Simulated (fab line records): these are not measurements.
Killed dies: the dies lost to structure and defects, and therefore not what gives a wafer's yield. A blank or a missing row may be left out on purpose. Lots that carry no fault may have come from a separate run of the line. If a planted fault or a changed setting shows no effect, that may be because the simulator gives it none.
Chamber matching + flow sky130 + 4 sister chambers for SKY_VIA3_CMP_24 on cmp-01
The step polishes, stops on SiO2, t overpolish 20 s, target thk 0 nm. 7 wafers are shown with their chamber, then 7 later ones without.

WAFERS WITH THEIR CHAMBER
| wafer  | chamber | motor current A (A) | time to endpoint s (s) |
|--------|---------|---------------------|------------------------|
| L647.1 | 1       | 10.1                | 89                     |
| L647.2 | 0       | 12.7                | 98                     |
| L659.3 | 2       | 12.8                | 104                    |
| L659.4 | 3       | 10.4                | 94                     |
| L659.5 | 1       | 9.6                 | 92                     |
| L663.4 | 3       | 11.6                | 97                     |
| L663.5 | 2       | 12.7                | 106                    |

WAFERS MISSING THEIR CHAMBER
| wafer  | motor current A (A) | time to endpoint s (s) |
|--------|---------------------|------------------------|
| L663.6 | 11.0                | 96                     |
| L665.1 | 12.2                | 95                     |
| L665.3 | 12.8                | 97                     |
| L665.4 | 10.8                | 90                     |
| L664.1 | 10.3                | 95                     |
| L664.2 | 12.2                | 104                    |
| L664.4 | 12.9                | 108                    |

CHAMBER TAKEN BY EACH
| wafer  | from the rows above     | in truth                   |
|--------|-------------------------|----------------------------|
| L663.6 | 3                       | 3                          |
| L665.1 | can't be placed: 0 or 3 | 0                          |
| L665.3 | 0                       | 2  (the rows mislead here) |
| L665.4 | can't be placed: 1 or 3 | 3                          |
| L664.1 | can't be placed: 3 or 1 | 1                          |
| L664.2 | 2                       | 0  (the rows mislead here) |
| L664.4 | 2                       | 2                          |
2 of 7 placed correctly. From these rows, 3 cannot be placed; in 3 the true chamber is one of the candidates. 2 placed wrongly.
How it was worked out, from the rows above alone: a wafer's distance from a chamber is the root of the sum, over the readings, of the square of ((its reading less the chamber's mean) divided by the reading's scatter). If the next closest chamber is less than 2 further off than the closest, the wafer can't be placed; otherwise it belongs to the closest. Each chamber's mean is taken over the wafers shown for it. The scatter: take each reading less its chamber's mean, square it, sum over the shown wafers, divide by the number of wafers less the number of chambers, and take the root.
